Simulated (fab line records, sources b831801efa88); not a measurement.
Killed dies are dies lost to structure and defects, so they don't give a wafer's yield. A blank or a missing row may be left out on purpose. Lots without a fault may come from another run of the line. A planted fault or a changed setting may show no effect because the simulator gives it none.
Problem report in the 8D (eight disciplines) form, filled by code | flow gf180mcu | the parts of the form that need people (team, actions taken, sign-off) are left out

1. THE PROBLEM
chamber_pressure_pa at GF_M2_SPUTTER_04 reads a mean of 0.4783 Pa on 6 wafers of 2 lots; wafers without a fault read 0.4001 Pa with a standard deviation of 0.00072. That is +99 or more standard deviations from the usual mean.
The step: material TiN, target thk 50 nm, time 41.7 s.
First seen on wafer L740.1, day 21 23:31, on pvd_sputter-04. The record holds 39 wafers of 13 lots with a number at this step. Rule for "out", or "out of limits": more than 4 standard deviations from the usual mean. The other wafers with a number count as sound.

2. WHAT IT IS AND WHAT IT IS NOT
question                    | is                     | is not
which readings at this step | chamber_pressure_pa    | -
which lots                  | L740, L741             | L733, L734, L735, L736, L737, L738, L739, L750, L751, L752, L753
which wafers of those lots  | all that have a number | -
read on which tools         | pvd_sputter-04         | pvd_sputter-01, pvd_sputter-03
when                        | from day 21 23:31      | up to then (21 sound wafers); but 12 sound wafers of L750, L751, L752, L753 came after

3. SUSPECTS, AND WHAT RULES EACH OUT
Counting: a tool at a process step up to the reading stays a suspect if it ran every lot that is out and no sound lot after the first of them.
- pvd_sputter-04 at GF_M2_SPUTTER_04 (material TiN, target thk 50 nm, time 41.7 s): ruled out as a lasting fault. Sound lots L750 ran on it after its first lot that is out, L740 (day 21 23:31).
Left after counting: nothing in the record.

4. THE CAUSE (what the simulator had put in)
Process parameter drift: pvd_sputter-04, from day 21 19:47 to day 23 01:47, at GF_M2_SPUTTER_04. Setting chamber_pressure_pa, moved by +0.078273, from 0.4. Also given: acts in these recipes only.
Counting ruled it out, wrongly.

5. THE CHAIN OF EFFECTS, in route order
Each row: a reading whose mean over the struck wafers that have a number lies more than 3 standard deviations from the usual. Only readings for which the record gives a usual standard deviation are gone through. hours: the time from each lot's start at the first step in this table that gives one to its start at this step, as a median over the lots. sigmas: the change in usual standard deviations.
hours | step             | reading             | usual     | on struck wafers | change  | sigmas
0     | GF_M2_SPUTTER_04 | chamber_pressure_pa | 0.4001 Pa | 0.4783           | +0.0782 | +99 or more
0     | GF_M2_SPUTTER_04 | throttle_valve_pct  | 30.3 %    | 27.2             | -3.1    | -3.4
The process steps in it:
- GF_M2_SPUTTER_04: material TiN, target thk 50 nm, time 41.7 s.
Later measuring or inspecting steps at which every struck wafer that the step has a row for has a number for every such reading, and none has moved that far: GF_M2_RS_MEAS_05.

6. WHAT WOULD HAVE CAUGHT IT SOONER
In this record the first reading out of limits was taken at day 21 23:31, 4 hours after the fault began at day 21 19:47.
